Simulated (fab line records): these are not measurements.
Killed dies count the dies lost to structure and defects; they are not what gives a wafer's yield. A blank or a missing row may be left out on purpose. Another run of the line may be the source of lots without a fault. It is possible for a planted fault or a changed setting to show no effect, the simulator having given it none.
Which tool was responsible? + flow sky130 + 15 lots, 45 wafers sampled, at 4 steps of a route of 708

## WHAT EACH GAUGE READ, for each wafer
Not one reading of a measure or inspect step in the record can be checked against a usual standard deviation.

## TOOL THAT RAN EACH LOT (tool first, then ch and the chambers of the sampled wafers, then the start)
| lot  | SKY_SD_N_RTA_14                 | SKY_LI_CONTACT_PEB_10            | SKY_LI_CONTACT_SPUTTER_19   | SKY_LI_CONTACT_SPUTTER_20   |
|------|---------------------------------|----------------------------------|-----------------------------|-----------------------------|
| L765 | rtpAnneal-01 ch 0, day 29 16:28 | lithoTrack-03 ch 0, day 30 21:00 | pvdSputter-03, day 30 22:41 | pvdSputter-03, day 30 22:46 |
| L768 | rtpAnneal-02 ch 0, day 29 17:25 | lithoTrack-03 ch 0, day 30 22:00 | pvdSputter-02, day 30 23:44 | pvdSputter-02, day 30 23:49 |
| L766 | rtpAnneal-02 ch 0, day 29 22:16 | lithoTrack-04 ch 0, day 31 03:00 | pvdSputter-02, day 31 04:29 | pvdSputter-02, day 31 04:34 |
| L764 | rtpAnneal-01 ch 0, day 29 22:40 | lithoTrack-01 ch 0, day 31 04:00 | pvdSputter-04, day 31 05:06 | pvdSputter-04, day 31 05:10 |
| L770 | rtpAnneal-01 ch 0, day 30 11:56 | lithoTrack-01 ch 0, day 31 16:00 | pvdSputter-02, day 31 17:14 | pvdSputter-02, day 31 17:20 |
| L771 | rtpAnneal-01 ch 0, day 30 16:23 | lithoTrack-04 ch 0, day 31 21:00 | pvdSputter-04, day 31 21:58 | pvdSputter-04, day 31 22:02 |
| L773 | rtpAnneal-01 ch 0, day 31 14:38 | lithoTrack-01 ch 0, day 32 17:00 | pvdSputter-03, day 32 18:36 | pvdSputter-03, day 32 18:40 |
| L774 | rtpAnneal-02 ch 0, day 31 22:01 | lithoTrack-03 ch 0, day 33 01:00 | pvdSputter-03, day 33 02:13 | pvdSputter-03, day 33 02:17 |
| L775 | rtpAnneal-01 ch 0, day 31 23:13 | lithoTrack-01 ch 0, day 33 02:00 | pvdSputter-04, day 33 03:49 | pvdSputter-04, day 33 03:53 |
| L776 | rtpAnneal-02 ch 0, day 32 09:34 | lithoTrack-04 ch 0, day 33 13:00 | pvdSputter-03, day 33 14:15 | pvdSputter-03, day 33 14:19 |
| L777 | rtpAnneal-01 ch 0, day 32 15:47 | lithoTrack-04 ch 0, day 33 18:00 | pvdSputter-03, day 33 19:01 | pvdSputter-03, day 33 19:05 |
| L778 | rtpAnneal-02 ch 0, day 32 20:07 | lithoTrack-01 ch 0, day 33 23:00 | pvdSputter-03, day 34 00:10 | pvdSputter-03, day 34 00:14 |
| L782 | rtpAnneal-02 ch 0, day 34 04:55 | lithoTrack-01, day 35 08:00      | pvdSputter-02, day 35 09:26 | pvdSputter-02, day 35 09:31 |
| L783 | rtpAnneal-01 ch 0, day 34 12:04 | lithoTrack-04, day 35 15:00      | pvdSputter-04, day 35 16:16 | pvdSputter-04, day 35 16:20 |
| L784 | rtpAnneal-02 ch 0, day 35 00:37 | lithoTrack-01, day 36 03:00      | pvdSputter-04, day 36 04:17 | pvdSputter-04, day 36 04:22 |
- SKY_SD_N_RTA_14: time 2 s.
- SKY_LI_CONTACT_PEB_10
- SKY_LI_CONTACT_SPUTTER_19: material Ti, target thk 20 nm, time 106.37 s.
- SKY_LI_CONTACT_SPUTTER_20: material TiN, target thk 20 nm, time 80 s.

## WHAT THE TOOLS THEMSELVES READ (means of the sampled wafers that have a number; where no wafer has one, the mark that the record gives instead)
SKY_SD_N_RTA_14. Usual: annealTempCMax 1080.5, standard deviation 1.1; chamberO2Ppm 1.995, standard deviation 0.021; lampPowerPct 15.74 %, standard deviation 0.055; wafer_temp_C_max 1078.2, standard deviation 1.4.
| lot  | tool         | annealTempCMax | chamberO2Ppm | lampPowerPct (%) | wafer_temp_C_max | flag |
|------|--------------|----------------|--------------|------------------|------------------|------|
| L765 | rtpAnneal-01 | 1081.4         | 1.976        | 15.75            | 1080.6           |      |
| L768 | rtpAnneal-02 | 1079.2         | 1.981        | 15.76            | 1077.2           |      |
| L766 | rtpAnneal-02 | 1079.5         | 1.998        | 15.77            | 1077.5           |      |
| L764 | rtpAnneal-01 | 1081.2         | 2.020        | 15.75            | 1078.0           |      |
| L770 | rtpAnneal-01 | 1080.5         | 2.005        | 15.73            | 1079.6           |      |
| L771 | rtpAnneal-01 | 1081.1         | 1.978        | 15.75            | 1078.4           |      |
| L773 | rtpAnneal-01 | 1082.1         | 1.973        | 15.72            | 1078.4           |      |
| L774 | rtpAnneal-02 | 1079.8         | 1.986        | 15.80            | 1077.6           |      |
| L775 | rtpAnneal-01 | 1081.7         | 2.012        | 15.75            | 1078.2           |      |
| L776 | rtpAnneal-02 | 1080.5         | 1.999        | 15.69            | 1077.3           |      |
| L777 | rtpAnneal-01 | 1080.3         | 1.987        | 15.78            | 1078.4           |      |
| L778 | rtpAnneal-02 | 1079.5         | 2.013        | 15.70            | 1077.2           |      |
| L782 | rtpAnneal-02 | 1079.7         | 1.958        | 15.73            | 1079.8           |      |
| L783 | rtpAnneal-01 | 1082.2         | 1.986        | 15.71            | 1077.7           |      |
| L784 | rtpAnneal-02 | 1080.0         | 1.985        | 15.74            | 1078.4           |      |

SKY_LI_CONTACT_PEB_10. Usual: exhaustPa 45.2 Pa, standard deviation 0.84.
| lot  | tool          | exhaustPa (Pa) | flag |
|------|---------------|----------------|------|
| L765 | lithoTrack-03 | 44.5           |      |
| L768 | lithoTrack-03 | 46.0           |      |
| L766 | lithoTrack-04 | 45.8           |      |
| L764 | lithoTrack-01 | 44.4           |      |
| L770 | lithoTrack-01 | 46.0           |      |
| L771 | lithoTrack-04 | 45.7           |      |
| L773 | lithoTrack-01 | 45.5           |      |
| L774 | lithoTrack-03 | 45.2           |      |
| L775 | lithoTrack-01 | 45.9           |      |
| L776 | lithoTrack-04 | 44.1           |      |
| L777 | lithoTrack-04 | 46.5           |      |
| L778 | lithoTrack-01 | 44.4           |      |
| L782 | lithoTrack-01 | -              | OFF  |
| L783 | lithoTrack-04 | -              | OFF  |
| L784 | lithoTrack-01 | -              | OFF  |

SKY_LI_CONTACT_SPUTTER_19. Usual: throttleValvePct 30.0 %, standard deviation 1.2.
| lot  | tool          | throttleValvePct (%) | flag |
|------|---------------|----------------------|------|
| L765 | pvdSputter-03 | 30.6                 |      |
| L768 | pvdSputter-02 | 29.4                 |      |
| L766 | pvdSputter-02 | 29.5                 |      |
| L764 | pvdSputter-04 | 30.1                 |      |
| L770 | pvdSputter-02 | 30.4                 |      |
| L771 | pvdSputter-04 | 30.3                 |      |
| L773 | pvdSputter-03 | 31.1                 |      |
| L774 | pvdSputter-03 | 29.2                 |      |
| L775 | pvdSputter-04 | 30.7                 |      |
| L776 | pvdSputter-03 | 28.8                 |      |
| L777 | pvdSputter-03 | 29.5                 |      |
| L778 | pvdSputter-03 | 30.0                 |      |
| L782 | pvdSputter-02 | 29.9                 |      |
| L783 | pvdSputter-04 | 29.4                 |      |
| L784 | pvdSputter-04 | 30.4                 |      |

SKY_LI_CONTACT_SPUTTER_20. Usual: throttleValvePct 30.0 %, standard deviation 1.2.
| lot  | tool          | throttleValvePct (%) | flag |
|------|---------------|----------------------|------|
| L765 | pvdSputter-03 | 30.8                 |      |
| L768 | pvdSputter-02 | 29.6                 |      |
| L766 | pvdSputter-02 | 29.4                 |      |
| L764 | pvdSputter-04 | 29.9                 |      |
| L770 | pvdSputter-02 | 30.4                 |      |
| L771 | pvdSputter-04 | 30.4                 |      |
| L773 | pvdSputter-03 | 31.0                 |      |
| L774 | pvdSputter-03 | 29.2                 |      |
| L775 | pvdSputter-04 | 30.5                 |      |
| L776 | pvdSputter-03 | 28.9                 |      |
| L777 | pvdSputter-03 | 29.5                 |      |
| L778 | pvdSputter-03 | 30.1                 |      |
| L782 | pvdSputter-02 | 29.7                 |      |
| L783 | pvdSputter-04 | 29.4                 |      |
| L784 | pvdSputter-04 | 30.4                 |      |

## THE ANSWER, worked out from the rows above alone
Rule: lot off if the mean of its wafers having a number is beyond 3 standard deviations from the usual mean. Also off: a lot with no number at a reading for which 4 or more lots have one. The other lots that the step has rows for count as sound. First the gauges in route order, then the tools' own readings, where a lot's mean is used as printed above. The first step at which some lot is off is used, and at that step the reading that is off furthest; a lot without a number counts as furthest.
Off at SKY_LI_CONTACT_PEB_10 (exhaustPa): L782, L783, L784. Without a number there: L782, L783, L784.
If a tool, at that step or one of the process steps before it, ran each lot that is off and ran no sound lot following the first of them, it fits. Not one of the candidates tried fits.

## WHAT THE SIMULATOR HAD INSERTED
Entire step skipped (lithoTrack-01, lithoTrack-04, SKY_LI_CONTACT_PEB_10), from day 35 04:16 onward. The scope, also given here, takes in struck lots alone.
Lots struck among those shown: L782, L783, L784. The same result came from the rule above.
